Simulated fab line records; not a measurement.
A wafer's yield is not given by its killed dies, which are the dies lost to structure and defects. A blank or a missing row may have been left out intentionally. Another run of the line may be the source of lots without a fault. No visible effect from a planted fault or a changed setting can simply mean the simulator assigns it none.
Struck lot and sound lot, side by side ; flow sky130 ; 15 out of 708 route steps
Sound: these wafers, L607.3, L607.4, L607.6. The struck wafers were L614.1, L614.2, L614.5. The cause comes at the end.
For every step that has rows: the tool of each side, followed by ch and its chambers, followed by its first start. Under that, the readings that differ: sound wafers ; struck wafers ; difference of the means ; sigmas: that difference in standard deviations of wafers without a fault.
alike: words and numbers the same on both sides, and readings whose means are apart by under 2 such deviations; not compared: readings that were withheld, readings missing a value for some wafer, numbers with overlapping values and no deviation given by the record, and bounds like >300 which may hide the same value.
Wherever a step has rows on one side only, a row that says differs or no value, or a row with sigmas, the two part there. Numbers that have no deviation but don't overlap get no sigmas and don't part them. Lack of a reading on every wafer of one side parts them only where that side has two or more wafers.

first, 1 step without rows for these wafers: SKY_LDD_N_IMPLANT_15.
SKY_LDD_N_STRIP_16: strips in O2/N2.
  sound on plasma_asher-01 ch 0,1, day 21 13:26; struck on plasma_asher-03 ch 0,1, day 23 09:11
  alike: drypump_motor_current_A, oes_product_au, strip_time_to_endpoint_s
  not compared: rf_hours_counter_h
SKY_LDD_N_TW_MEAS_17:
  struck on film_metro-03, day 23 09:17; sound on film_metro-04, day 21 13:31
reading;sound;struck;difference;sigmas
LDD_N_TW;2623 2621 2613;2573 2582 2583;-40;-2
then, 7 steps without rows for these wafers: SKY_LDD_P_DEHYDRATE_00 (time 60 s); SKY_LDD_P_HMDS_01 (prime time 60 s); SKY_LDD_P_COAT_02 (resist thk 1140 nm); SKY_LDD_P_SOFTBAKE_03 (time 60 s); SKY_LDD_P_EXPOSE_04 (exposes mask PSDM, target cd 380 nm); SKY_LDD_P_PEB_05; SKY_LDD_P_DEVELOP_06 (develop time 60 s).
SKY_LDD_P_CD_MEAS_07: the cd target is 380 nm.
  struck on cd_sem-02, day 24 15:03; sound on cd_sem-02, day 22 19:25
  alike: cd_nm
SKY_LDD_P_OVL_MEAS_08:
  struck on overlay-02, day 24 15:10; sound on overlay-02, day 22 19:30
  alike: LDD_P_OVL
SKY_LDD_P_IMPLANT_09:
  sound on implanter-03 ch 0, day 22 19:34; struck on implanter-03 ch 0, day 24 15:13
reading;sound;struck;difference;sigmas
dose_ions_cm2;9.995e+12 1.0003e+13 1.0014e+13;9.122e+12 9.121e+12 9.126e+12;-8.810e+11;-80
faraday_current_uA;56.2 56.7 57.5;50.4 51.9 51.8;-5.4;-5
  alike: end_station_pressure_torr
SKY_LDD_P_STRIP_10: strips in O2/N2.
  sound on plasma_asher-01 ch 0,1, day 22 19:43; struck on plasma_asher-01 ch 0,1, day 24 15:22
  alike: drypump_motor_current_A, oes_product_au, strip_time_to_endpoint_s
  not compared: rf_hours_counter_h
-- a jump in the record: the struck wafers' starts before and after are 25 days apart (it breaks off in module LDD_P and resumes in module PAD_OPEN, where the first step shown is number 708 of the route) --
SKY_PAD_OPEN_PROBE_99:
  struck on prober-01, day 49 11:23; sound on prober-02, day 48 06:23
reading;sound;struck;difference;sigmas
killed_at_M0_to_M3;35 39 45;49 58 56;+15;+2
killed_at_other;2 1 1;0 0 0;-1;-3
killed_dies;74 74 80;94 104 99;+23;+2
killed_open;42 35 45;52 61 55;+15;+2
model.etest.tip_p.rs_ohm_sq;6901 6871 6937;7522 7565 7574;+651;
  alike: killed_at_M4_up, killed_at_contacts, killed_at_front_end, killed_short

== WHERE THEY PART ==
First at SKY_LDD_N_TW_MEAS_17; last, within this record, at SKY_PAD_OPEN_PROBE_99.

WHY: whatever the simulator had introduced
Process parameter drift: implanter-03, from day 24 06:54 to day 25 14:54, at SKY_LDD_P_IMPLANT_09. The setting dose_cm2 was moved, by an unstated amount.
